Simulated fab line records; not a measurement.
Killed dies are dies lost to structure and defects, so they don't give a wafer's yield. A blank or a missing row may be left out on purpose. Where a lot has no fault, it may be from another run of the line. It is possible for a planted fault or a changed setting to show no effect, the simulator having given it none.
Struck lot and sound lot, side by side | flow sfq line | 24 steps out of a route of 325
Sound: the wafers L932.2, L932.3, L932.5. Wafers struck: L930.3, L930.4, L930.6. At the end, the cause is stated.
At each step with rows: each side's tool, then ch and its chambers, then its first start. Under that, the readings that differ: sound wafers | struck wafers | difference of the means | sigmas: that difference in standard deviations of wafers without a fault.
alike: readings with means less than 2 such deviations apart, plus words and numbers identical on both sides. not compared: withheld readings, readings lacking a value on some wafer, bounds such as >300 that could conceal the same value, and numbers that have no deviation in the record and whose values overlap.
A row with sigmas, a row that says differs or no value, or rows on one side alone: a step with any of these is where the two part. Numbers that have no deviation but don't overlap get no sigmas and don't part them. A reading missing from all wafers of one side parts the sides only when that side holds two or more wafers.

first, 2 steps without rows for these wafers: SFQ_TRILAYER_I3_VIA_STRIP_SOLV_CLEAN_090 (cleans in NMP, time 600 s); SFQ_TRILAYER_M4_DEP_PRE_CLEAN_092 (time 22.5 s).
SFQ_TRILAYER_M4_DEP_SPUTTER_091: material Nb, target thk 200 nm, time 133.3 s.
  sound: pvd sputter-03 at day 38 12:13; struck: pvd sputter-03 at day 37 22:25
  alike: base pressure pa, chamber pressure pa, throttle valve pct
SFQ_M4_RS_MEAS_924: measures by four-point-probe.
  sound: film metro-04 at day 38 12:20; struck: film metro-04 at day 37 22:33
  alike: M4_NB_RS
then, 6 steps without rows for these wafers: SFQ_TRILAYER_M4_LITHO_COAT_098 (resist thk 62 nm); SFQ_TRILAYER_M4_LITHO_COAT_093 (resist thk 600 nm); SFQ_TRILAYER_M4_LITHO_SOFTBAKE_097; SFQ_TRILAYER_M4_LITHO_EXPOSE_094 (exposes mask M4, target cd 500 nm); SFQ_TRILAYER_M4_LITHO_PEB_096 (peb time 60 s); SFQ_TRILAYER_M4_LITHO_DEVELOP_095 (time 60 s).
SFQ_M4_OVL_MEAS_926:
  sound: overlay-01 at day 39 21:14; struck: overlay-01 at day 39 11:39
  alike: M4_OVL
SFQ_TRILAYER_M4_BARC_OPEN_METAL_ETCH_123: etches BARC in O2, target depth 125 nm, time 41.7 s.
  sound on rie metal-04 ch 0,1, day 39 21:16; struck on rie metal-03 ch 0,1, day 39 11:41
  no value came back on the struck wafers for bias w (W), chamber pressure mTorr (mTorr), drypump motor current A (A), oes product au (a.u.); on the sound wafers bias w (W) reads 79.44 79.66 79.76
  reading                                             | sound             | struck            | difference | sigmas
  model.KrF_of_TRILAYER_M4_LITHO_COAT_093.thk nm (nm) | 523.4 520.8 522.5 | 578.2 577.8 576.6 | +55.3      |
  not compared: rf hours counter h
SFQ_TRILAYER_M4_ETCH_METAL_ETCH_096: etches Nb in Cl2/Ar, stops on SiO2, target depth 240 nm, time 120 s.
  sound on rie metal-04 ch 0,1, day 39 21:20; struck on rie metal-03 ch 0,1, day 39 11:47
  reading                                             | sound             | struck            | difference | sigmas
  oes product au (a.u.)                               | 0.902 0.900 0.898 | 0.375 0.372 0.372 | -0.527     | -63
  model.KrF_of_TRILAYER_M4_LITHO_COAT_093.thk nm (nm) | 382.7 376 381.7   | 434.9 438 434.2   | +55.6      |
  alike: bias w, chamber pressure mTorr, drypump motor current A
  not compared: rf hours counter h
SFQ_TRILAYER_M4_STRIP_STRIP_097: strips in O2.
  sound on rie metal-04 ch 0,1, day 39 21:28; struck on rie metal-03 ch 0,1, day 39 12:04
  alike: drypump motor current A, oes product au
  not compared: rf hours counter h
then, 1 step without rows for these wafers: SFQ_TRILAYER_M4_STRIP_SOLV_CLEAN_098 (cleans in NMP, time 600 s).
SFQ_TRILAYER_I4_DEP_PECVD_099: deposits SiO2 from SiH4/N2O, time 111.11 s, target thk 500 nm.
  sound on pecvd-03 ch 0,2, day 39 22:15; struck on pecvd-01 ch 0,1,2, day 39 12:38
  reading            | sound      | struck   | difference | sigmas
  heater power w (W) | 96 103 106 | 82 67 69 | -29        | -2
  alike: heater power outer w, throttle valve pct
-- the record jumps here: 3 days lie between the struck wafers' starts before and after --
SFQ_TRILAYER_I4_CMP_CMP_100: polishes SiO2.
  sound on cmp-02 ch 1,3, day 42 23:12; struck on cmp-02 ch 1,2, day 42 08:12
  alike: motor current A, time to endpoint s
SFQ_I4_BOW_MEAS_927:
  sound: film metro-02 at day 43 01:43; struck: film metro-02 at day 42 10:44
  alike: I4_BOW
SFQ_TRILAYER_I4_METRO_MEASURE_101:
  sound: film metro-02 at day 43 02:01; struck: film metro-02 at day 42 11:13
  alike: thk nm
then, 3 steps without rows for these wafers: SFQ_TRILAYER_I4_VIA_LITHO_COAT_108 (resist thk 62 nm); SFQ_TRILAYER_I4_VIA_LITHO_COAT_103 (resist thk 650 nm); SFQ_TRILAYER_I4_VIA_LITHO_SOFTBAKE_107.
-- the record jumps here: 4 days lie between the struck wafers' starts before and after --
SFQ_TRILAYER_I4_VIA_LITHO_EXPOSE_104: exposes mask I4, target cd 700 nm.
  sound on krf scanner-02 ch 0, day 47 08:27; struck on krf scanner-01, day 46 10:55
  no value came back on the struck wafers for exposure dose mJ cm2, focus offset nm (nm); on the sound wafers exposure dose mJ cm2 reads 21.298 21.297 21.350
  alike: mask
then, 1 step without rows for these wafers: SFQ_TRILAYER_I4_VIA_LITHO_PEB_106 (peb time 60 s).

## WHERE THEY PART
First at SFQ_TRILAYER_M4_BARC_OPEN_METAL_ETCH_123; last, within this record, at SFQ_TRILAYER_I4_VIA_LITHO_EXPOSE_104.

WHY: what had been put in by the simulator
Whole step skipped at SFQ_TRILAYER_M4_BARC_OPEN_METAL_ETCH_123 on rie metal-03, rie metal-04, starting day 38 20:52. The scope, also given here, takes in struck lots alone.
